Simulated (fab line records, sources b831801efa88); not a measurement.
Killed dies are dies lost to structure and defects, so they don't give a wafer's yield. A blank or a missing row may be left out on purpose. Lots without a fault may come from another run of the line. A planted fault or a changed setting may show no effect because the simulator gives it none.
Which tool did it? | flow gf180mcu | 6 lots, 18 wafers sampled, at 1 step of a route of 602

WHAT THE GAUGES READ, wafer by wafer
GF_MVPSD_TW_MEAS_11.
lot  | measured     | on            | MVPSD_TW
L423 | day 5 06:16  | film_metro-02 | 557.0 557.8 555.9
L425 | day 5 19:03  | film_metro-03 | 551.1 551.0 553.0
L428 | day 6 11:32  | film_metro-02 | 557.2 557.5 560.1
L435 | day 8 07:47  | film_metro-03 | 555.2 557.0 553.8
L438 | day 9 04:17  | film_metro-03 | 552.9 556.1 554.2
L444 | day 10 13:25 | film_metro-04 | 557.5 554.7 557.1

WHICH TOOL RAN EACH LOT (tool, then ch and the chambers of the sampled wafers, then the start)
The record holds no process step before these readings.

THE ANSWER, worked out from the rows above alone
Rule: what is usual is taken from the lots themselves. Put in order of their means at a reading, lots are off if they are a third of the lots or fewer, leave a main group of 4 or more, and stand apart from it by a gap of 3 or more times the standard deviation of the main group's means; of several such gaps the widest counts. A main group whose means are all the same, to the digits that the tables above print for the reading, isn't used. A lot without any number at a reading at which 4 lots or more have one is off too. The other lots that the step has rows for count as sound.
No lot is off at any reading shown: from this, nothing can be told.

WHAT THE SIMULATOR HAD PUT IN
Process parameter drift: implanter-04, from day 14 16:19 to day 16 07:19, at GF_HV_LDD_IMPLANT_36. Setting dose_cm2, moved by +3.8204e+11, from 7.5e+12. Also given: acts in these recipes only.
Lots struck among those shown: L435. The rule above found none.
